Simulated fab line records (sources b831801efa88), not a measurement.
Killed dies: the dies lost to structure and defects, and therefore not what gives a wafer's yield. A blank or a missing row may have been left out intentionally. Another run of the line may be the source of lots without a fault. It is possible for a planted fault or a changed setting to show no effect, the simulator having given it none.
8D (eight disciplines) problem report, filled in by code :: flow sky130 :: the parts of the form that need people (team, actions taken, sign-off) are left out

== 1. THE ISSUE ==
killed-at-other at SKY_PAD_OPEN_PROBE_99 reads a mean of 45.2 on 4 wafers of 2 lots; wafers without a fault read 0.4 with a standard deviation of 0.66. Relative to the usual mean, that is a shift of +68 standard deviations.
The first sign was on wafer L104.1 at day 50 00:41, on prober-02. Wafers with a number at this step in the record: 33, from 11 lots. The rule behind "out" and "out of limits": a value lying over 4 standard deviations away from the usual mean. The other wafers with a number count as sound.

== 2. WHAT IT IS, WHAT IT ISN'T ==
question: which readings at this step
is: killed-at-other
is not: killed_at_M4_up, killed-at-contacts, killed-at-front-end, killed-open, sort_bin_6_memory

question: which lots
is: L104, L107
is not: L100, L102, L987, L991, L993, L994, L995, L997, L998

question: which wafers of those lots
is: L104.1, L104.5, L107.1, L107.4
is not: L104.2, L107.6

question: read on which tools
is: prober-01, prober-02
is not: -

question: when
is: from day 50 00:41
is not: up to then (27 sound wafers); but 2 sound wafers of L104, L107 came after

== 3. SUSPECTS, AND WHAT RULES EACH OUT ==
Counting: if a tool at a process step up to the reading ran every lot that is out, it stays a suspect. Sound lots after the first of them don't rule it out here, since some wafers of a struck lot are sound.
- rie-metal-01 at SKY_CAPM_METAL_ETCH_13 (etches TiN in Cl2/BCl3, stops on SiO2, target depth 220 nm, time 62.9 s): kept. It processed each lot that is out (first: L104, day 42 20:37); up to then, its last sound lot is L102 (day 41 23:20).
- plasma-asher-03 at SKY_VIA4_STRIP_13 (strips in O2/N2): kept. It processed each lot that is out (first: L104, day 47 14:33); up to then, its last sound lot is L100 (day 46 02:49).
- Within rie-metal-01 at SKY_CAPM_METAL_ETCH_13, the wafers that are out were processed in chamber 0 and their sound lot-mates in chamber 1.
The count leaves plasma-asher-03 at SKY_VIA4_STRIP_13 and rie-metal-01 at SKY_CAPM_METAL_ETCH_13.

== 4. THE CAUSE (what the simulator had put in) ==
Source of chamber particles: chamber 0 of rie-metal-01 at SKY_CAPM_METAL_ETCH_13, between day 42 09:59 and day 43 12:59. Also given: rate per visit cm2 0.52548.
After counting, 2 suspects remain, this tool included.

== 5. SEQUENCE OF EFFECTS, ordered by route ==
Rows list readings where the struck wafers' mean (over those with a number) sits beyond 3 standard deviations from the usual. Only readings whose record carries a usual standard deviation are examined. hours: median over the lots of the time between each lot's start at the first step of this table that gives one and its start at this step. sigmas: the change, counted in usual standard deviations.
hours: 0
step: SKY_PAD_OPEN_PROBE_99
reading: defect-limited-yield
usual: 82.5 %
on struck wafers: 75.5
change: -7.0
sigmas: -3.9

hours: 0
step: SKY_PAD_OPEN_PROBE_99
reading: killed-at-other
usual: 0.4
on struck wafers: 45.2
change: +44.9
sigmas: +68

hours: 0
step: SKY_PAD_OPEN_PROBE_99
reading: killed-dies
usual: 86
on struck wafers: 120
change: +34
sigmas: +3.8

hours: 0
step: SKY_PAD_OPEN_PROBE_99
reading: sort_bin_3_pad_short
usual: 0.9 %
on struck wafers: 2.4
change: +1.5
sigmas: +3.2

hours: 0
step: SKY_PAD_OPEN_PROBE_99
reading: sort_bin_5_function
usual: 10.3 %
on struck wafers: 15.1
change: +4.8
sigmas: +3.4

hours: 0
step: SKY_PAD_OPEN_PROBE_99
reading: sort-n-pass
usual: 406
on struck wafers: 372
change: -34
sigmas: -3.8

hours: 0
step: SKY_PAD_OPEN_PROBE_99
reading: sort-yield-pct
usual: 82.5 %
on struck wafers: 75.5
change: -7.0
sigmas: -3.9
Here are the process steps it includes:
- SKY_PAD_OPEN_PROBE_99

== 6. HOW IT WOULD HAVE BEEN CAUGHT EARLIER ==
First out-of-limits reading in this record: day 50 00:41, which is 183 hours after fault onset at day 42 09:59.
An alarm limit of 4 standard deviations would not have fired on the tool readings at SKY_CAPM_METAL_ETCH_13 for which the record gives a usual standard deviation, since none of them was out on any struck wafer.
By day 50 00:41 the whole set of lots that are out, 2 in number, had already begun SKY_CAPM_METAL_ETCH_13 on rie-metal-01. Had the tool been put on hold then, not one of them would have been saved.
